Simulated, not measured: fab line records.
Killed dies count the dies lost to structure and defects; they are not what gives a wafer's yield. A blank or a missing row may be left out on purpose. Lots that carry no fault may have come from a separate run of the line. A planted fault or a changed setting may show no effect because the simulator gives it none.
fab line records	flow gf180mcu
record: lots: 24	wafers: 72	last-day: 34
route steps=602 shown SALICIDE@286 V1@349 V2@383 MIM@513 V5@562
lots that met no fault: from a run of the same line without faults
start-h: hours from the record's opening day to when the first of the lot's shown wafers began	wait-h: hours elapsed since this lot's preceding step	" as in the row above	L1.1+2: several wafers, shown together as one row	- no value, or no start was given	* or withheld: withheld	< > ~ a bound
route shown NAME@n: a module of which the file shows steps, and the number in the route of the first	usual: average and standard deviation across the fault-free wafers	same: alike in all rows	chamber/n: place in a boat	sites: readings site by site	_std_site: how widely they spread, as a standard deviation	_edge_site: inner sites' mean taken away from outer sites' mean	radius-mm: for every site, how far away it sits from the centre of the wafer	mask NAME#n: copy n	behind: tool/chamber where the wafer was last shaped	hold: cause of the lot's hold/its duration in hours/its outcome	device: the transistor (n, p or np) that didn't switch	end of line: the route-end tests of the same wafers	a step given without rows: its recipe and nothing more	killed: dies lost to structure and defects at the first sort, not the wafer's yield	map: the dies of a wafer, with x for killed, . for not killed, _ for no die there
set.NAME: setting as actually run; set.NAME@STEP: the setting as run at that earlier step	model.NAME: the simulator's own value behind a step, which no gauge read
route steps across a sampled set of lots; one table per step, one row per wafer
services: a tool's chamber out of use, with start hour (start-h, from the record's first day; less than 0 if before it), hours out, and reason
== steps ==
step: GF_SALICIDE_RTA_08
recipe: temp-c: 800	time-s: 30	ambient: N2
usual: lamp-power-pct: 17.6/1.6	wafer_temp_C_max: 804.6/0.92
lot.wafer	tool	chamber	start-h	wait-h	lamp-power-pct	wafer_temp_C_max
L074.1	rtp-anneal-02	0	334.19	0.0	19.5	804.4
L074.4	"	0	"	"	19.5	805.7
L074.6	"	0	"	"	19.5	803.6
L075.3	rtp-anneal-01	0	343.79	0.0	16.3	805.1
L075.4	"	0	"	"	16.3	805.4
L075.5	"	0	"	"	16.3	804.2
L076.3	rtp-anneal-01	0	353.72	0.0	16.3	805.1
L076.4	"	0	"	"	16.3	805.2
L076.5	"	0	"	"	16.4	804.5
L077.1	rtp-anneal-01	0	365.79	0.0	16.3	805.0
L077.3	"	0	"	"	16.3	805.4
L077.6	"	0	"	"	16.3	804.0
L078.2	rtp-anneal-01	0	374.91	0.0	16.3	803.3
L078.3	"	0	"	"	16.3	804.2
L078.6	"	0	"	"	16.3	804.4
L079.2	rtp-anneal-02	0	389.95	0.0	19.5	805.4
L079.3	"	0	"	"	19.5	804.4
L079.6	"	0	"	"	19.5	803.3
L080.1	rtp-anneal-01	0	398.36	0.0	16.3	802.7
L080.2	"	0	"	"	16.3	804.1
L080.5	"	0	"	"	16.3	804.0
L081.3	rtp-anneal-02	0	405.88	0.0	19.5	805.5
L081.4	"	0	"	"	19.5	806.0
L081.5	"	0	"	"	19.5	805.6
L082.2	rtp-anneal-01	0	422.26	0.0	16.3	805.2
L082.3	"	0	"	"	16.3	804.2
L082.4	"	0	"	"	16.3	804.7
L083.2	rtp-anneal-01	0	430.58	0.0	16.3	806.3
L083.4	"	0	"	"	16.3	804.5
L083.5	"	0	"	"	16.3	804.6
L084.2	rtp-anneal-01	0	431.83	0.0	16.3	804.6
L084.3	"	0	"	"	16.3	805.3
L084.5	"	0	"	"	16.3	804.1
L085.1	rtp-anneal-02	0	436.33	0.0	19.5	803.9
L085.2	"	0	"	"	19.5	803.6
L085.6	"	0	"	"	19.5	804.4
L086.3	rtp-anneal-01	0	444.80	0.0	16.3	804.6
L086.5	"	0	"	"	16.3	804.1
L086.6	"	0	"	"	16.3	805.9
L087.2	rtp-anneal-01	0	454.09	0.0	16.3	803.6
L087.3	"	0	"	"	16.3	802.4
L087.4	"	0	"	"	16.3	806.4
L088.1	rtp-anneal-02	0	467.23	0.0	19.5	805.3
L088.2	"	0	"	"	19.5	804.3
L088.5	"	0	"	"	19.5	805.3
L089.1	rtp-anneal-01	0	472.16	0.0	16.3	806.0
L089.4	"	0	"	"	16.3	806.7
L089.6	"	0	"	"	16.3	804.4
L090.2	rtp-anneal-01	0	478.32	0.0	16.3	804.0
L090.3	"	0	"	"	16.3	807.5
L090.6	"	0	"	"	16.3	804.6
L091.2	rtp-anneal-02	0	485.45	0.0	19.5	804.6
L091.3	"	0	"	"	19.5	804.6
L091.6	"	0	"	"	19.4	805.9
L092.1	rtp-anneal-02	0	495.23	0.0	19.5	803.4
L092.3	"	0	"	"	19.5	803.8
L092.4	"	0	"	"	19.5	804.3
L093.1	rtp-anneal-01	0	503.60	0.0	16.3	804.7
L093.3	"	0	"	"	16.3	805.5
L093.5	"	0	"	"	16.3	804.6
L094.2	rtp-anneal-02	0	509.35	0.0	19.5	803.4
L094.5	"	0	"	"	19.5	806.3
L094.6	"	0	"	"	19.5	805.3
L095.2	rtp-anneal-02	0	526.15	0.0	19.5	804.3
L095.4	"	0	"	"	19.5	804.7
L095.6	"	0	"	"	19.5	803.6
L096.2	rtp-anneal-01	0	531.35	0.0	16.3	804.4
L096.4	"	0	"	"	16.3	805.0
L096.6	"	0	"	"	16.3	804.3
L097.3	rtp-anneal-02	0	536.26	0.0	19.5	803.8
L097.5	"	0	"	"	19.5	805.6
L097.6	"	0	"	"	19.5	804.8
step: GF_V1_CD_MEAS_14
recipe: target-cd-nm: 260
usual: cd-nm: 259.8/1
lot.wafer	tool	chamber	start-h	wait-h	cd-nm
L074.1	cd-sem-01	-	405.27	0.1	259.0
L074.4	"	-	"	"	258.2
L074.6	"	-	"	"	259.2
L075.3	cd-sem-01	-	415.31	0.1	261.0
L075.4	"	-	"	"	261.5
L075.5	"	-	"	"	261.5
L076.3	cd-sem-01	-	425.55	0.1	261.0
L076.4	"	-	"	"	261.1
L076.5	"	-	"	"	261.2
L077.1	cd-sem-02	-	440.46	0.1	262.0
L077.3	"	-	"	"	262.0
L077.6	"	-	"	"	261.6
L078.2	cd-sem-01	-	450.42	0.1	259.2
L078.3	"	-	"	"	258.2
L078.6	"	-	"	"	259.2
L079.2	cd-sem-02	-	465.52	0.1	259.6
L079.3	"	-	"	"	259.2
L079.6	"	-	"	"	259.1
L080.1	cd-sem-01	-	474.57	0.1	259.5
L080.2	"	-	"	"	260.1
L080.5	"	-	"	"	261.1
L081.3	cd-sem-01	-	482.35	0.1	260.2
L081.4	"	-	"	"	261.2
L081.5	"	-	"	"	262.0
L082.2	cd-sem-02	-	499.44	0.1	259.2
L082.3	"	-	"	"	260.3
L082.4	"	-	"	"	260.1
L083.2	cd-sem-02	-	506.09	0.1	260.1
L083.4	"	-	"	"	259.4
L083.5	"	-	"	"	259.9
L084.2	cd-sem-02	-	506.83	0.1	259.5
L084.3	"	-	"	"	259.4
L084.5	"	-	"	"	259.5
L085.1	cd-sem-02	-	513.96	0.1	258.7
L085.2	"	-	"	"	259.6
L085.6	"	-	"	"	259.0
L086.3	cd-sem-02	-	520.06	0.2	260.1
L086.5	"	-	"	"	259.5
L086.6	"	-	"	"	260.1
L087.2	cd-sem-02	-	529.08	0.5	259.2
L087.3	"	-	"	"	259.2
L087.4	"	-	"	"	258.6
L088.1	cd-sem-02	-	541.02	0.1	260.8
L088.2	"	-	"	"	261.6
L088.5	"	-	"	"	260.9
L089.1	cd-sem-02	-	546.51	0.1	260.6
L089.4	"	-	"	"	259.9
L089.6	"	-	"	"	260.4
L090.2	cd-sem-02	-	553.34	0.1	260.0
L090.3	"	-	"	"	258.2
L090.6	"	-	"	"	258.3
L091.2	cd-sem-02	-	558.34	0.1	257.8
L091.3	"	-	"	"	259.3
L091.6	"	-	"	"	258.0
L092.1	cd-sem-02	-	567.30	0.1	258.4
L092.3	"	-	"	"	258.4
L092.4	"	-	"	"	258.8
L093.1	cd-sem-02	-	576.82	0.1	259.1
L093.3	"	-	"	"	258.7
L093.5	"	-	"	"	259.0
L094.2	cd-sem-02	-	580.98	0.1	259.1
L094.5	"	-	"	"	260.1
L094.6	"	-	"	"	261.1
L095.2	cd-sem-01	-	601.92	0.1	259.9
L095.4	"	-	"	"	259.0
L095.6	"	-	"	"	259.5
L096.2	cd-sem-02	-	602.08	0.1	259.8
L096.4	"	-	"	"	260.9
L096.6	"	-	"	"	259.3
L097.3	cd-sem-01	-	605.76	0.1	259.7
L097.5	"	-	"	"	258.0
L097.6	"	-	"	"	258.5
step: GF_V2_THK_MEAS_01
recipe: reads: SiO2_of_V2_CVD_00
usual: V2_CVD_00_THK: 600/5.2
lot.wafer	tool	chamber	start-h	wait-h	V2_CVD_00_THK[nm]
L074.1	film-metro-02	-	432.16	0.0	596
L074.4	"	-	"	"	597
L074.6	"	-	"	"	596
L075.3	film-metro-01	-	441.89	0.1	601
L075.4	"	-	"	"	598
L075.5	"	-	"	"	604
L076.3	film-metro-01	-	452.34	0.1	601
L076.4	"	-	"	"	598
L076.5	"	-	"	"	600
L077.1	film-metro-02	-	468.07	0.0	591
L077.3	"	-	"	"	596
L077.6	"	-	"	"	586
L078.2	film-metro-02	-	477.51	0.0	599
L078.3	"	-	"	"	602
L078.6	"	-	"	"	588
L079.2	film-metro-02	-	491.30	0.0	597
L079.3	"	-	"	"	595
L079.6	"	-	"	"	601
L080.1	film-metro-03	-	501.59	0.0	597
L080.2	"	-	"	"	599
L080.5	"	-	"	"	603
L081.3	film-metro-03	-	508.72	0.1	603
L081.4	"	-	"	"	599
L081.5	"	-	"	"	603
L082.2	film-metro-02	-	526.11	0.0	601
L082.3	"	-	"	"	604
L082.4	"	-	"	"	604
L083.2	film-metro-01	-	531.56	0.0	600
L083.4	"	-	"	"	594
L083.5	"	-	"	"	603
L084.2	film-metro-03	-	532.26	0.0	598
L084.3	"	-	"	"	595
L084.5	"	-	"	"	598
L085.1	film-metro-01	-	539.38	0.0	596
L085.2	"	-	"	"	599
L085.6	"	-	"	"	598
L086.3	film-metro-01	-	545.56	0.1	599
L086.5	"	-	"	"	590
L086.6	"	-	"	"	588
L087.2	film-metro-03	-	554.44	0.0	603
L087.3	"	-	"	"	597
L087.4	"	-	"	"	600
L088.1	film-metro-03	-	565.32	0.0	593
L088.2	"	-	"	"	596
L088.5	"	-	"	"	596
L089.1	film-metro-01	-	570.57	0.0	590
L089.4	"	-	"	"	589
L089.6	"	-	"	"	593
L090.2	film-metro-02	-	578.31	0.1	614
L090.3	"	-	"	"	607
L090.6	"	-	"	"	614
L091.2	film-metro-01	-	582.21	0.0	604
L091.3	"	-	"	"	604
L091.6	"	-	"	"	604
L092.1	film-metro-03	-	590.73	0.0	595
L092.3	"	-	"	"	596
L092.4	"	-	"	"	589
L093.1	film-metro-03	-	600.41	0.0	606
L093.3	"	-	"	"	598
L093.5	"	-	"	"	603
L094.2	film-metro-03	-	605.15	0.0	609
L094.5	"	-	"	"	599
L094.6	"	-	"	"	600
L095.2	film-metro-02	-	624.54	0.0	597
L095.4	"	-	"	"	601
L095.6	"	-	"	"	604
L096.2	film-metro-01	-	624.78	0.0	602
L096.4	"	-	"	"	600
L096.6	"	-	"	"	603
L097.3	film-metro-01	-	628.51	0.1	603
L097.5	"	-	"	"	608
L097.6	"	-	"	"	609
step: GF_V2_STRIP_18
recipe: chemistry: O2/N2	power-w: 1400	pressure-mtorr: 1500	platen-temp-c: 250	o2-flow-sccm: 3000	n2-flow-sccm: 300	overash-fraction: 0.5
usual: drypump-motor-current-A: 5.7/0.48	heater-power-w: 323/34	n2-flow-sccm: 300.0/0.87	oes-product-au: 0.593/0.0047
lot.wafer	tool	chamber	start-h	wait-h	drypump-motor-current-A	heater-power-w	n2-flow-sccm	oes-product-au	rf-hours-counter-h
L074.1	plasma-asher-01	0	457.65	-	5.6	307	299.9	0.596	69
L074.4	"	1	"	"	5.1	384	301.5	0.581	-
L074.6	"	1	"	"	5.1	387	300.5	0.597	-
L075.3	plasma-asher-04	0	467.99	-	5.3	318	299.8	0.588	-
L075.4	"	1	"	"	6.4	290	300.0	0.593	-
L075.5	"	1	"	"	6.4	291	300.3	0.586	-
L076.3	plasma-asher-01	1	477.42	-	5.1	386	299.5	0.597	-
L076.4	"	0	"	"	5.6	300	301.1	0.588	-
L076.5	"	0	"	"	5.6	298	300.0	0.592	-
L077.1	plasma-asher-04	0	493.03	-	5.3	318	300.0	0.588	40
L077.3	"	0	"	"	5.3	315	300.3	0.591	-
L077.6	"	0	"	"	5.3	318	300.2	0.589	-
L078.2	plasma-asher-01	1	501.38	-	5.1	384	299.5	0.591	74
L078.3	"	1	"	"	5.0	387	300.3	0.596	-
L078.6	"	1	"	"	5.1	389	300.1	0.597	-
L079.2	plasma-asher-04	1	515.85	-	6.4	289	302.4	0.596	41
L079.3	"	0	"	"	5.3	311	301.7	0.598	-
L079.6	"	0	"	"	5.3	319	300.0	0.598	-
L080.1	plasma-asher-04	1	525.68	-	6.4	287	300.9	0.600	42
L080.2	"	0	"	"	5.3	321	300.1	0.600	42
L080.5	"	0	"	"	5.3	316	299.5	0.596	-
L081.3	plasma-asher-03	0	532.09	-	6.1	356	300.5	0.596	-
L081.4	"	1	"	"	5.9	318	298.3	0.589	-
L081.5	"	0	"	"	6.1	363	301.9	0.585	-
L082.2	plasma-asher-03	0	549.67	-	6.1	360	300.4	0.585	89
L082.3	"	1	"	"	6.0	323	300.2	0.591	-
L082.4	"	0	"	"	6.1	357	300.8	0.586	-
L083.2	plasma-asher-04	1	554.85	-	6.4	290	300.0	0.597	46
L083.4	"	0	"	"	5.4	317	299.8	0.589	-
L083.5	"	0	"	"	5.3	311	299.4	0.590	-
L084.2	plasma-asher-04	1	555.87	-	6.4	292	300.7	0.600	46
L084.3	"	1	"	"	6.4	292	299.5	0.595	-
L084.5	"	1	"	"	6.4	283	300.2	0.593	-
L085.1	plasma-asher-04	0	562.98	-	5.3	319	300.8	0.597	47
L085.2	"	1	"	"	6.4	295	299.7	0.598	47
L085.6	"	0	"	"	5.3	317	300.3	0.592	-
L086.3	plasma-asher-01	0	568.57	-	5.6	305	300.9	0.589	-
L086.5	"	1	"	"	5.1	390	300.0	0.592	-
L086.6	"	0	"	"	5.6	309	301.4	0.588	-
L087.2	plasma-asher-01	1	577.45	-	5.1	387	300.1	0.590	82
L087.3	"	0	"	"	5.6	306	299.3	0.596	-
L087.4	"	1	"	"	5.1	392	300.4	0.596	-
L088.1	plasma-asher-01	1	587.20	-	5.1	391	299.0	0.598	83
L088.2	"	0	"	"	5.6	302	299.5	0.589	83
L088.5	"	1	"	"	5.1	387	298.1	0.585	-
L089.1	plasma-asher-01	1	592.34	-	5.1	384	299.8	0.601	84
L089.4	"	1	"	"	5.1	379	300.3	0.598	-
L089.6	"	1	"	"	5.1	386	301.2	0.591	-
L090.2	plasma-asher-04	1	600.70	-	6.4	287	299.8	0.590	51
L090.3	"	1	"	"	6.4	288	300.3	0.588	-
L090.6	"	1	"	"	6.4	289	300.0	0.588	-
L091.2	plasma-asher-04	1	604.39	-	6.4	287	298.9	0.590	51
L091.3	"	0	"	"	5.3	313	299.8	0.588	-
L091.6	"	1	"	"	6.4	286	300.5	0.596	-
L092.1	plasma-asher-04	1	612.53	-	6.4	288	298.5	0.594	52
L092.3	"	0	"	"	5.4	321	300.8	0.595	-
L092.4	"	1	"	"	6.4	288	299.2	0.607	-
L093.1	plasma-asher-03	0	622.09	-	6.1	365	300.8	0.597	95
L093.3	"	0	"	"	6.1	366	299.9	0.595	-
L093.5	"	0	"	"	6.1	364	301.1	0.595	-
L094.2	plasma-asher-04	1	626.84	-	6.4	289	300.7	0.595	54
L094.5	"	1	"	"	6.4	290	301.0	0.587	-
L094.6	"	0	"	"	5.3	313	299.4	0.590	-
L095.2	plasma-asher-04	1	645.68	-	6.4	291	299.8	0.599	56
L095.4	"	0	"	"	5.3	314	299.7	0.594	-
L095.6	"	0	"	"	5.3	314	298.7	0.596	-
L096.2	plasma-asher-03	0	645.79	-	6.1	360	301.3	0.585	98
L096.4	"	0	"	"	6.1	363	301.9	0.587	-
L096.6	"	1	"	"	5.9	311	299.6	0.595	-
L097.3	plasma-asher-03	1	649.27	-	5.9	312	300.0	0.596	-
L097.5	"	1	"	"	5.9	311	299.2	0.585	-
L097.6	"	0	"	"	6.1	363	299.7	0.588	-
step: GF_MIM_RS_MEAS_10
recipe: thk-meas-gauge: four-point-probe	reads: TiN_of_MIM_SPUTTER_09+AlCu_of_MIM_SPUTTER_08+TiN_of_MIM_SPUTTER_07
usual: MIM_ALCU_RS: 0.1606/0.0017
lot.wafer	tool	chamber	start-h	wait-h	MIM_ALCU_RS[ohm/sq]
L074.1	film-metro-03	-	558.71	0.0	0.1626
L074.4	"	-	"	"	0.1610
L074.6	"	-	"	"	0.1617
L075.3	film-metro-04	-	568.58	0.1	0.1589
L075.4	"	-	"	"	0.1594
L075.5	"	-	"	"	0.1594
L076.3	film-metro-02	-	577.75	0.1	0.1598
L076.4	"	-	"	"	0.1588
L076.5	"	-	"	"	0.1601
L077.1	film-metro-03	-	589.49	0.0	0.1613
L077.3	"	-	"	"	0.1600
L077.6	"	-	"	"	0.1606
L078.2	film-metro-04	-	600.41	0.0	0.1581
L078.3	"	-	"	"	0.1591
L078.6	"	-	"	"	0.1571
L079.2	film-metro-02	-	610.74	0.0	0.1594
L079.3	"	-	"	"	0.1600
L079.6	"	-	"	"	0.1589
L080.1	film-metro-02	-	621.04	0.0	0.1592
L080.2	"	-	"	"	0.1613
L080.5	"	-	"	"	0.1624
L081.3	film-metro-04	-	626.88	0.1	0.1593
L081.4	"	-	"	"	0.1589
L081.5	"	-	"	"	0.1599
L082.2	film-metro-04	-	641.76	0.0	0.1637
L082.3	"	-	"	"	0.1633
L082.4	"	-	"	"	0.1631
L083.2	film-metro-04	-	648.07	0.0	0.1632
L083.4	"	-	"	"	0.1613
L083.5	"	-	"	"	0.1620
L084.2	film-metro-04	-	648.56	0.0	0.1619
L084.3	"	-	"	"	0.1627
L084.5	"	-	"	"	0.1629
L085.1	film-metro-02	-	652.14	0.0	0.1588
L085.2	"	-	"	"	0.1568
L085.6	"	-	"	"	0.1587
L086.3	film-metro-03	-	658.46	0.1	0.1620
L086.5	"	-	"	"	0.1620
L086.6	"	-	"	"	0.1606
L087.2	film-metro-03	-	667.38	0.0	0.1625
L087.3	"	-	"	"	0.1611
L087.4	"	-	"	"	0.1633
L088.1	film-metro-03	-	675.92	0.0	0.1615
L088.2	"	-	"	"	0.1626
L088.5	"	-	"	"	0.1625
L089.1	film-metro-04	-	682.81	0.0	0.1592
L089.4	"	-	"	"	0.1594
L089.6	"	-	"	"	0.1590
L090.2	film-metro-03	-	687.19	0.0	0.1608
L090.3	"	-	"	"	0.1604
L090.6	"	-	"	"	0.1595
L091.2	film-metro-02	-	691.31	0.0	0.1602
L091.3	"	-	"	"	0.1614
L091.6	"	-	"	"	0.1599
L092.1	film-metro-04	-	697.89	0.0	0.1606
L092.3	"	-	"	"	0.1608
L092.4	"	-	"	"	0.1611
L093.1	film-metro-03	-	707.32	0.0	0.1632
L093.3	"	-	"	"	0.1603
L093.5	"	-	"	"	0.1641
L094.2	film-metro-02	-	712.54	0.0	0.1575
L094.5	"	-	"	"	0.1580
L094.6	"	-	"	"	0.1599
L096.2	film-metro-03	-	728.87	0.0	0.1609
L096.4	"	-	"	"	0.1608
L096.6	"	-	"	"	0.1598
L095.2	film-metro-02	-	729.45	0.0	0.1610
L095.4	"	-	"	"	0.1605
L095.6	"	-	"	"	0.1605
L097.3	film-metro-03	-	731.80	0.1	0.1609
L097.5	"	-	"	"	0.1618
L097.6	"	-	"	"	0.1603
step: GF_V5_SPUTTER_22
recipe: material: TiN	target-thk-nm: 10	chamber-pressure-pa: 5	power-w: 4000	time-s: 40
usual: throttle-valve-pct: 30.2/1
lot.wafer	tool	chamber	start-h	wait-h	throttle-valve-pct
L074.1	pvd-sputter-01	-	625.75	0.0	29.7
L074.4	"	-	"	"	32.3
L074.6	"	-	"	"	29.2
L075.3	pvd-sputter-04	-	633.82	0.0	30.7
L075.4	"	-	"	"	30.9
L075.5	"	-	"	"	30.1
L076.3	pvd-sputter-02	-	640.92	0.0	28.1
L076.4	"	-	"	"	30.4
L076.5	"	-	"	"	30.5
L077.1	pvd-sputter-01	-	652.77	0.0	29.4
L077.3	"	-	"	"	31.9
L077.6	"	-	"	"	29.2
L078.2	pvd-sputter-01	-	662.13	0.0	29.5
L078.3	"	-	"	"	29.1
L078.6	"	-	"	"	29.2
L079.2	pvd-sputter-02	-	673.75	0.0	31.5
L079.3	"	-	"	"	30.4
L079.6	"	-	"	"	31.4
L080.1	pvd-sputter-04	-	682.47	0.0	31.2
L080.2	"	-	"	"	31.2
L080.5	"	-	"	"	30.9
L081.3	pvd-sputter-04	-	687.57	0.0	30.8
L081.4	"	-	"	"	29.9
L081.5	"	-	"	"	30.6
L082.2	pvd-sputter-01	-	704.53	0.0	30.3
L082.3	"	-	"	"	29.3
L082.4	"	-	"	"	31.9
L083.2	pvd-sputter-02	-	707.18	0.0	31.6
L083.4	"	-	"	"	28.2
L083.5	"	-	"	"	30.4
L084.2	pvd-sputter-02	-	707.48	0.0	28.2
L084.3	"	-	"	"	30.4
L084.5	"	-	"	"	30.8
L085.1	pvd-sputter-02	-	711.62	0.0	28.0
L085.2	"	-	"	"	30.3
L085.6	"	-	"	"	28.0
L086.3	pvd-sputter-01	-	717.16	0.0	32.0
L086.5	"	-	"	"	29.1
L086.6	"	-	"	"	29.6
L087.2	pvd-sputter-02	-	725.30	0.0	30.2
L087.3	"	-	"	"	31.3
L087.4	"	-	"	"	30.3
L088.1	pvd-sputter-01	-	731.02	0.0	29.3
L088.2	"	-	"	"	30.4
L088.5	"	-	"	"	30.4
L089.1	pvd-sputter-04	-	739.22	0.0	29.9
L089.4	"	-	"	"	31.2
L089.6	"	-	"	"	30.7
L090.2	pvd-sputter-01	-	741.75	0.0	30.0
L090.3	"	-	"	"	29.2
L090.6	"	-	"	"	29.6
L091.2	pvd-sputter-01	-	748.81	0.0	31.8
L091.3	"	-	"	"	30.2
L091.6	"	-	"	"	29.3
L092.1	pvd-sputter-04	-	753.12	0.0	30.7
L092.3	"	-	"	"	30.7
L092.4	"	-	"	"	31.4
L093.1	pvd-sputter-04	-	761.64	0.0	30.8
L093.3	"	-	"	"	30.3
L093.5	"	-	"	"	29.9
L094.2	pvd-sputter-01	-	766.53	0.0	29.3
L094.5	"	-	"	"	32.1
L094.6	"	-	"	"	29.2
L096.2	pvd-sputter-04	-	781.87	0.0	30.9
L096.4	"	-	"	"	30.0
L096.6	"	-	"	"	30.7
L095.2	pvd-sputter-02	-	782.37	0.0	30.4
L095.4	"	-	"	"	30.5
L095.6	"	-	"	"	30.5
L097.3	pvd-sputter-02	-	782.81	0.0	30.3
L097.5	"	-	"	"	30.4
L097.6	"	-	"	"	30.4
== services ==
tool	chamber	start-h	hours	kind
plasma-asher-04	-	341.75	2.7	repair
pvd-sputter-04	-	343.75	2.1	repair
plasma-asher-03	-	348.40	1.1	repair
rtp-anneal-02	-	374.52	0.7	repair
pvd-sputter-01	0	395.33	-	consumable-replace:kit
plasma-asher-04	-	426.68	7.7	pm
pvd-sputter-02	-	495.76	2.2	repair
plasma-asher-04	-	500.19	4.2	repair
plasma-asher-01	-	524.67	4.0	pm
pvd-sputter-02	-	527.34	9.0	repair
plasma-asher-01	-	537.16	1.0	repair
pvd-sputter-04	-	568.06	3.3	repair
pvd-sputter-02	-	625.42	4.3	repair
plasma-asher-01	-	645.07	1.9	repair
plasma-asher-04	-	648.93	0.9	repair
plasma-asher-04	-	652.59	14.6	pm
plasma-asher-03	-	658.87	23.1	pm
pvd-sputter-02	-	663.11	10.1	repair
plasma-asher-03	-	691.44	0.6	repair
pvd-sputter-04	-	714.12	8.8	repair
rtp-anneal-01	-	732.96	3.4	pm
plasma-asher-03	-	733.75	9.0	pm
plasma-asher-04	-	751.71	0.5	repair
plasma-asher-01	-	782.32	34.6	pm
== key ==
fault none
